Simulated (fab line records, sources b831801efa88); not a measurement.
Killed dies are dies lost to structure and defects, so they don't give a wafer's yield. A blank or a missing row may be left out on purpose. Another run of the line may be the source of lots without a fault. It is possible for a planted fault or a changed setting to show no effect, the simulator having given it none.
Comparing a struck lot with a sound one -- flow sky130 -- 14 out of 708 route steps
Sound: the wafers L398.1, L398.2, L398.6. Wafers L408.1, L408.2, L408.3 were the ones struck. At the end, the cause is stated.
At each step with rows: each side's tool, then ch and its chambers, then its first start. Under that, the readings that differ: sound wafers -- struck wafers -- difference of the means -- sigmas: that difference in standard deviations of wafers without a fault.
alike: readings with means less than 2 such deviations apart, plus words and numbers identical on both sides. not compared: withheld readings, readings lacking a value on some wafer, bounds such as >300 that could conceal the same value, and numbers that have no deviation in the record and whose values overlap.
A row with sigmas, a row that says differs or no value, or rows on one side alone: a step with any of these is where the two part. Numbers that don't overlap but have no deviation are shown without sigmas and don't part them. Lack of a reading on every wafer of one side parts them only where that side has two or more wafers.

SKY_LI_CONTACT_CD_MEAS_12 targets a cd of 170 nm.
  sound: cd sem-02 at day 31 08:23; struck: cd sem-02 at day 34 18:29
  alike: cd nm
SKY_LI_CONTACT_OVL_MEAS_13:
  sound: overlay-01 at day 31 08:30; struck: overlay-02 at day 34 18:36
  alike: LI_CONTACT_OVL
SKY_LI_CONTACT_ETCH_14: etches BARC in N2/H2, stops on SiO2, time 45.9 s, target depth 60 nm.
  sound on rie diel-01 ch 2,3, day 31 08:32; struck on rie diel-03 ch 0,2,3, day 34 18:38
  alike: drypump motor current A, oes product au, throttle valve pct
  not compared: rf hours counter h
SKY_LI_CONTACT_ETCH_15: etches PSG in C4F8/O2/Ar, stops on Si, target depth 600 nm.
  sound on rie diel-01 ch 2,3, day 31 08:35; struck on rie diel-03 ch 0,2,3, day 34 18:41
  alike: oes product au
SKY_LI_CONTACT_STRIP_16: strips in O2/N2.
  sound on plasma asher-01 ch 0,1, day 31 08:40; struck on plasma asher-03 ch 0,1, day 34 18:46
  alike: drypump motor current A, oes product au, strip time to endpoint s
  not compared: rf hours counter h
then, 3 steps without rows for these wafers: SKY_LI_CONTACT_CLEAN_17 (cleans in NMP, time 600 s); SKY_LI_CONTACT_PRE_CLEAN_18 (time 5.6 s); SKY_LI_CONTACT_SPUTTER_19 (material Ti, target thk 20 nm, time 106.37 s).
SKY_LI_CONTACT_SPUTTER_20: material TiN, target thk 20 nm, time 80 s.
  sound: pvd sputter-04 at day 31 09:02; struck: pvd sputter-03 at day 34 19:08
  alike: cathode dc power W, throttle valve pct
SKY_LI_CONTACT_CVD_21: deposits W, target thk 400 nm, time 120.56 s.
  sound on cvd w-02 ch 0,1, day 31 09:06; struck on cvd w-01 ch 0,1, day 34 19:12
  alike: heater power outer w, heater power w
SKY_LI_CONTACT_RS_MEAS_22: measures by four-point-probe.
  sound: film metro-01 at day 31 09:13; struck: film metro-01 at day 34 19:19
  alike: LI_CONTACT_W_RS
SKY_LI_CONTACT_THK_MEAS_23: measures by xrf.
  sound: film metro-01 at day 31 09:20; struck: film metro-01 at day 34 19:26
  alike: LI_CONTACT_W_THK
SKY_LI_CONTACT_CMP_24: polishes, stops on PSG, t overpolish 20 s, target thk 0 nm.
  sound on cmp-01 ch 1,2,3, day 31 09:27; struck on cmp-02 ch 0,1,3, day 34 19:30
  no value came back on the struck wafers for any of 6 readings (edge zone pressure frac, head pressure psi (psi) and others); on the sound wafers edge zone pressure frac reads 1.000 1.009 0.997
reading,sound,struck,difference,sigmas
model.W_of_LI_CONTACT_CVD_21.thk nm (nm),0 0 0,435.4 419 434.8,+429.7,
model.PSG_of_LI_CONTACT_HDPCVD_00.thk nm (nm),587.9 587.5 587.3,594.4 593.4 593.1,+6.1,
-- record jumps: 15 days separate the struck wafers' starts on either side; left off in module LI_CONTACT, taken up again in module PAD_OPEN, whose first shown step is the route's number 708 --
SKY_PAD_OPEN_PROBE_99:
  rows exist in the record for the struck wafers here (prober-02, day 49 18:36), but not for the sound ones

WHERE THEY PART
First at SKY_LI_CONTACT_CMP_24; last, within this record, at SKY_PAD_OPEN_PROBE_99.

WHY: whatever the simulator had introduced
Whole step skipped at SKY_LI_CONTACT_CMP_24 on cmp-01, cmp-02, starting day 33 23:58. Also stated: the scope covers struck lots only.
